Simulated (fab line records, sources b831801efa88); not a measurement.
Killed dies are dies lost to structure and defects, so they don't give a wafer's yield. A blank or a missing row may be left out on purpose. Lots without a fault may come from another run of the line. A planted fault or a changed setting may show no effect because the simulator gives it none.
A struck lot beside a sound one | flow gf180mcu | 15 steps out of a route of 602
Sound: wafers L156.3, L156.5, L156.6. Struck: wafers L167.1, L167.2, L167.6. The cause comes at the end.
At each step with rows: each side's tool, then ch and its chambers, then its first start. Under that, the readings that differ: sound wafers | struck wafers | difference of the means | sigmas: that difference in standard deviations of wafers without a fault.
alike: readings whose means differ by less than 2 such deviations, and words and numbers that are the same on both sides. not compared: withheld readings, readings that some wafer has no value for, bounds like >300 that may hide the same value, and numbers for which the record gives no deviation and whose values overlap.
The two part at a step that has a row with sigmas, a row that says differs or no value, or rows on one side only. Numbers that don't overlap but have no deviation are shown without sigmas and don't part them. A reading that every wafer of one side lacks parts them only if that side has two wafers or more.

GF_M1_SPUTTER_04: material TiN, target thk 50 nm, time 41.7 s.
  sound on pvd_sputter-02, day 16 13:58; struck on pvd_sputter-03, day 20 20:41
  alike: throttle_valve_pct
GF_M1_RS_MEAS_05: measures by four-point-probe.
  sound on film_metro-02, day 16 14:03; struck on film_metro-02, day 20 20:43
  alike: M1_ALCU_RS
GF_M1_THK_MEAS_06: measures by xrf.
  sound on film_metro-02, day 16 14:09; struck on film_metro-02, day 20 20:50
  alike: M1_ALCU_THK
then, 7 steps without rows for these wafers: GF_M1_DEHYDRATE_07 (time 60 s); GF_M1_HMDS_08 (prime time 60 s); GF_M1_COAT_09 (resist thk 1000 nm); GF_M1_SOFTBAKE_10 (time 60 s); GF_M1_EXPOSE_11 (exposes mask Metal1, target cd 230 nm); GF_M1_PEB_12 (peb time 90 s); GF_M1_DEVELOP_13 (develop time 60 s).
GF_M1_CD_MEAS_14: target cd 230 nm.
  sound on cd_sem-02, day 17 13:01; struck on cd_sem-01, day 21 20:26
  alike: cd_nm
GF_M1_OVL_MEAS_15:
  sound on overlay-01, day 17 13:07; struck on overlay-01, day 21 20:33
  alike: M1_OVL
GF_M1_METAL_ETCH_16: etches the open film in Cl2/BCl3, stops on SiO2, target depth 627.5 nm, time 104.6 s.
  sound on rie_metal-04 ch 0,1, day 17 13:10; struck on rie_metal-03 ch 0,1, day 21 20:35
  no value came back on the struck wafers for any of 7 readings (bcl3_flow_sccm (sccm), bias_w (W) and others); on the sound wafers bcl3_flow_sccm (sccm) reads 39.98 39.95 40.13
  reading                             | sound           | struck            | difference | sigmas
  model.KrF_of_M1_COAT_09.thk_nm (nm) | 728.8 735.8 731 | 987.9 987.8 984.5 | +254.9     |
  not compared: rf_hours_counter_h
GF_M1_STRIP_17: strips in O2/N2.
  sound on plasma_asher-03 ch 0,1, day 17 13:17; struck on plasma_asher-04 ch 0,1, day 21 20:42
  reading                      | sound             | struck            | difference | sigmas
  oes_product_au (a.u.)        | 0.546 0.556 0.556 | 0.662 0.662 0.658 | +0.108     | +25
  strip_time_to_endpoint_s (s) | 7.80 7.88 7.84    | 10.23 10.23 10.21 | +2.38      | +63
  alike: drypump_motor_current_A, heater_power_w
  not compared: rf_hours_counter_h
then, 1 step without rows for these wafers: GF_M1_STRIP_18 (strips in post etch residue remover, time 1200 s).

WHERE THEY PART
First at GF_M1_METAL_ETCH_16; last, within this record, at GF_M1_STRIP_17.

WHY: what the simulator had put in
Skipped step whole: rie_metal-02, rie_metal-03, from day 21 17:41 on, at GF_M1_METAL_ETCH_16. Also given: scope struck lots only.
